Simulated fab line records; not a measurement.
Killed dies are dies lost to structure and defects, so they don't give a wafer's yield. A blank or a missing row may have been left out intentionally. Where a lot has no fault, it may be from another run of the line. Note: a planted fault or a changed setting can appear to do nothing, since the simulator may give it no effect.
A lot that was struck, set against a sound lot + flow sky130 + 15 out of 708 route steps
Sound: these wafers, L433.1, L433.3, L433.4. Wafers struck: L446.1, L446.2, L446.5. The cause is given at the end.
For every step that has rows: the tool of each side, followed by ch and its chambers, followed by its first start. Under that, the readings that differ: sound wafers + struck wafers + difference of the means + sigmas: that difference in standard deviations of wafers without a fault.
alike: same words and numbers on both sides, and readings whose means sit less than 2 such deviations apart. not compared: any withheld reading, any reading some wafer has no value for, any bound like >300 that may hide the same value, and any number with overlapping values for which the record gives no deviation.
A row with sigmas, a row that says differs or no value, or rows on one side alone: a step with any of these is where the two part. Non-overlapping numbers with no deviation appear without sigmas and do not part them. A reading missing from all wafers of one side parts the sides only when that side holds two or more wafers.

first, 6 steps without rows for these wafers: SKY_VIA4_HMDS_05 (prime time 60 s); SKY_VIA4_COAT_06 (resist thk 1140 nm); SKY_VIA4_SOFTBAKE_07 (time 60 s); SKY_VIA4_EXPOSE_08 (exposes mask VIM4, target cd 800 nm); SKY_VIA4_PEB_09; SKY_VIA4_DEVELOP_10 (develop time 60 s).
SKY_VIA4_OVL_MEAS_11:
  sound: overlay-01 at day 43 08:26; struck: overlay-01 at day 46 11:44
  alike: VIA4_OVL
SKY_VIA4_ETCH_12: etches SiO2 in C4F8/O2/Ar, stops on TiN, target depth 580 nm.
  sound on rie diel-03 ch 1,2,3, day 43 08:29; struck on rie diel-01 ch 0,1, day 46 11:47
  alike: oes product au
SKY_VIA4_STRIP_13: strips in O2/N2.
  sound on plasma asher-03 ch 0,1, day 43 08:33; struck on plasma asher-02 ch 0,1, day 46 11:51
  alike: drypump motor current A, n2 flow sccm, oes product au, strip time to endpoint s
  not compared: rf hours counter h
then, 3 steps without rows for these wafers: SKY_VIA4_STRIP_14 (strips in post etch residue remover, time 1200 s); SKY_VIA4_CLEAN_15 (cleans in IPA, time 180 s); SKY_VIA4_CLEAN_16 (cleans in O3/DIW).
SKY_VIA4_SPUTTER_17: material TiN, target thk 20 nm, time 80 s.
  sound: pvd sputter-03 at day 43 09:10; struck: pvd sputter-03 at day 46 12:26
| reading                                  | sound             | struck            | difference | sigmas |
|------------------------------------------|-------------------|-------------------|------------|--------|
| model.TiN_of_VIA4_SPUTTER_17.thk nm (nm) | 20.05 19.98 19.95 | 17.22 17.21 17.03 | -2.84      |        |
  alike: throttle valve pct
SKY_VIA4_CVD_18: deposits W, target thk 505 nm, time 152.14 s.
  sound on cvd w-02 ch 0,1, day 43 09:13; struck on cvd w-01 ch 0,1, day 46 12:30
  alike: heater power w
-- the record jumps here: 3 days lie between the struck wafers' starts before and after (it left off in module VIA4 and takes up again in module PAD_OPEN, whose first step shown is number 708 of the route) --
SKY_PAD_OPEN_PROBE_99:
  sound: prober-02 at day 46 06:50; struck: prober-01 at day 49 01:46
  alike: defect limited yield, killed_at_M0_to_M3, killed_at_M4_up, killed at contacts, killed at front end, killed at other, killed dies, killed open, killed short, sort_bin_3_pad_short, sort_bin_5_function, sort_bin_6_memory, sort n pass, sort yield pct

WHERE THEY PART
Nowhere in this record.

WHY: whatever the simulator had introduced
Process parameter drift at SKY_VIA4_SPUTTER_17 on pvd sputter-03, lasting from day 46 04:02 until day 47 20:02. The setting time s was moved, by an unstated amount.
